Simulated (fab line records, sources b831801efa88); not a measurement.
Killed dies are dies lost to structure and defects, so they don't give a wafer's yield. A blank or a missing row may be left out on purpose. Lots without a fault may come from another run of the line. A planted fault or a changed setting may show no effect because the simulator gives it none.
Which tool did it? | flow sky130 | 11 lots, 33 wafers sampled, at 5 steps of a route of 708

WHAT THE GAUGES READ, wafer by wafer
SKY_VIA1_CD_MEAS_12: target cd 150 nm. Usual: cd_nm 150.0 nm, standard deviation 1.5.
lot  | measured     | on        | cd_nm (nm)        | flag
L531 | day 33 14:07 | cd_sem-02 | 150.2 150.0 150.5 |
L532 | day 34 07:37 | cd_sem-02 | 151.6 151.2 151.1 |
L535 | day 35 03:49 | cd_sem-02 | 151.7 149.5 149.6 |
L541 | day 37 09:11 | cd_sem-01 | 150.4 148.7 150.4 |
L542 | day 37 12:10 | cd_sem-02 | 149.2 148.9 148.3 |
L543 | day 37 20:10 | cd_sem-02 | 146.8 149.4 149.2 |
L548 | day 39 07:20 | cd_sem-01 | 148.9 150.8 149.1 |
L550 | day 39 17:17 | cd_sem-01 | 147.6 148.5 146.4 |
L552 | day 40 03:22 | cd_sem-01 | 150.2 150.5 149.3 |
L553 | day 40 15:11 | cd_sem-01 | 150.2 149.5 150.1 |
L554 | day 42 04:42 | cd_sem-02 | 147.0 146.8 147.9 |

SKY_VIA1_OVL_MEAS_13. Usual: VIA1_OVL 3 nm, standard deviation 5.
lot  | measured     | on         | VIA1_OVL (nm) | flag
L531 | day 33 14:13 | overlay-01 | 2 6 7         |
L532 | day 34 07:44 | overlay-02 | 3 5 2         |
L535 | day 35 03:56 | overlay-02 | 2 6 6         |
L541 | day 37 09:17 | overlay-02 | 10 8 10       |
L542 | day 37 12:17 | overlay-01 | 12 11 19      |
L543 | day 37 20:16 | overlay-01 | 3 -5 3        |
L548 | day 39 07:28 | overlay-01 | 7 -4 4        |
L550 | day 39 17:25 | overlay-01 | 2 -5 -5       |
L552 | day 40 03:29 | overlay-01 | 4 0 2         |
L553 | day 40 15:19 | overlay-01 | 5 1 3         |
L554 | day 42 04:48 | overlay-02 | 6 4 1         |

SKY_VIA2_THK_MEAS_01. Usual: VIA2_HDPCVD_THK 1175 nm, standard deviation 11.
lot  | measured     | on            | VIA2_HDPCVD_THK (nm) | flag
L531 | day 34 19:30 | film_metro-01 | 1165 1157 1174       |
L532 | day 35 13:31 | film_metro-02 | 1169 1161 1163       |
L535 | day 36 08:27 | film_metro-01 | 1179 1169 1175       |
L541 | day 38 12:52 | film_metro-01 | 1170 1171 1155       |
L542 | day 38 16:10 | film_metro-01 | 1161 1184 1174       |
L543 | day 39 00:20 | film_metro-02 | 1189 1173 1196       |
L548 | day 40 10:22 | film_metro-01 | 1171 1194 1195       |
L550 | day 41 05:46 | film_metro-02 | 1162 1163 1176       |
L552 | day 41 08:05 | film_metro-01 | 1163 1166 1165       |
L553 | day 41 13:43 | film_metro-04 | 1187 1175 1186       |
L554 | day 43 06:20 | film_metro-04 | 1182 1187 1202       |

WHICH TOOL RAN EACH LOT (tool, then ch and the chambers of the sampled wafers, then the start)
lot  | SKY_METAL2_METAL_ETCH_19          | SKY_METAL2_STRIP_20
L531 | rie_metal-03 ch 0, day 34 18:35   | plasma_asher-03 ch 0, day 34 18:44
L532 | rie_metal-04 ch 1, day 35 12:37   | plasma_asher-03 ch 0,1, day 35 12:48
L535 | rie_metal-02 ch 0,1, day 36 07:37 | plasma_asher-01 ch 0,1, day 36 07:42
L541 | rie_metal-02 ch 0,1, day 38 12:04 | plasma_asher-03 ch 0,1, day 38 12:09
L542 | rie_metal-04 ch 1, day 38 15:22   | plasma_asher-01 ch 1, day 38 15:27
L543 | rie_metal-02 ch 1, day 38 23:27   | plasma_asher-03 ch 0,1, day 38 23:36
L548 | rie_metal-03 ch 0,1, day 40 09:34 | plasma_asher-04 ch 0,1, day 40 09:39
L550 | rie_metal-03 ch 0,1, day 40 18:49 | plasma_asher-04 ch 0,1, day 40 18:54
L552 | rie_metal-04 ch 0,1, day 41 05:41 | plasma_asher-04 ch 0,1, day 41 05:46
L553 | rie_metal-02 ch 0,1, day 41 12:55 | plasma_asher-01 ch 0,1, day 41 13:00
L554 | rie_metal-02 ch 0,1, day 43 05:31 | plasma_asher-03 ch 0,1, day 43 05:36
- SKY_METAL2_METAL_ETCH_19: etches the open film in Cl2/BCl3, stops on SiO2, target depth 360 nm, time 78 s.
- SKY_METAL2_STRIP_20: strips in O2/N2.

WHAT THE TOOLS THEMSELVES READ (means of the sampled wafers that have a number; where no wafer has one, the mark that the record gives instead)
SKY_METAL2_METAL_ETCH_19. Usual: drypump_motor_current_A 5.5 A, standard deviation 0.48; oes_product_au 0.853 a.u., standard deviation 0.0064; rf_fwd_power_W 893.9 W, standard deviation 2.9; throttle_valve_pct 22.264 %, standard deviation 0.0088.
lot  | tool         | drypump_motor_current_A (A) | oes_product_au (a.u.) | rf_fwd_power_W (W) | throttle_valve_pct (%) | flag
L531 | rie_metal-03 | 5.1                         | 0.848                 | 890.4              | 22.261                 |
L532 | rie_metal-04 | 6.3                         | 0.851                 | 893.1              | 22.252                 |
L535 | rie_metal-02 | 5.2                         | 0.861                 | 893.6              | 22.267                 |
L541 | rie_metal-02 | 5.2                         | 0.765                 | 896.8              | 22.254                 | OFF
L542 | rie_metal-04 | 6.3                         | 0.855                 | 891.5              | 22.263                 |
L543 | rie_metal-02 | 5.1                         | 0.762                 | 893.9              | 22.269                 | OFF
L548 | rie_metal-03 | 5.2                         | 0.855                 | 894.8              | 22.260                 |
L550 | rie_metal-03 | 5.2                         | 0.851                 | 893.5              | 22.272                 |
L552 | rie_metal-04 | 6.2                         | 0.858                 | 893.4              | 22.260                 |
L553 | rie_metal-02 | 5.2                         | 0.857                 | 895.4              | 22.260                 |
L554 | rie_metal-02 | 5.2                         | 0.851                 | 895.3              | 22.267                 |

SKY_METAL2_STRIP_20. Usual: drypump_motor_current_A 5.8 A, standard deviation 0.38; oes_product_au 0.342 a.u., standard deviation 0.0048; strip_time_to_endpoint_s 2.69 s, standard deviation 0.044.
lot  | tool            | drypump_motor_current_A (A) | oes_product_au (a.u.) | strip_time_to_endpoint_s (s) | flag
L531 | plasma_asher-03 | 6.3                         | 0.344                 | 2.74                         |
L532 | plasma_asher-03 | 6.1                         | 0.341                 | 2.68                         |
L535 | plasma_asher-01 | 6.0                         | 0.344                 | 2.71                         |
L541 | plasma_asher-03 | 5.8                         | 0.321                 | 2.07                         | OFF
L542 | plasma_asher-01 | 6.2                         | 0.343                 | 2.65                         |
L543 | plasma_asher-03 | 5.8                         | 0.315                 | 2.06                         | OFF
L548 | plasma_asher-04 | 5.7                         | 0.346                 | 2.72                         |
L550 | plasma_asher-04 | 5.7                         | 0.340                 | 2.77                         |
L552 | plasma_asher-04 | 5.7                         | 0.343                 | 2.68                         |
L553 | plasma_asher-01 | 6.0                         | 0.343                 | 2.68                         |
L554 | plasma_asher-03 | 5.8                         | 0.340                 | 2.65                         |

THE ANSWER, worked out from the rows above alone
Rule: a lot is off if the mean of its wafers that have a number lies more than 3 standard deviations from the usual mean. A lot without any number at a reading at which 4 lots or more have one is off too. The other lots that the step has rows for count as sound. The gauges are gone through in route order, then the tools' own readings, and for those a lot's mean is taken as printed above. The first step at which some lot is off is used, and at that step the reading that is off furthest; a lot without a number counts as furthest.
Off: L541, L543, at SKY_METAL2_METAL_ETCH_19 (oes_product_au).
A tool fits if, at that step or a process step before it, it ran every lot that is off, and no sound lot after the first of them. None of those tried fits.

WHAT THE SIMULATOR HAD PUT IN
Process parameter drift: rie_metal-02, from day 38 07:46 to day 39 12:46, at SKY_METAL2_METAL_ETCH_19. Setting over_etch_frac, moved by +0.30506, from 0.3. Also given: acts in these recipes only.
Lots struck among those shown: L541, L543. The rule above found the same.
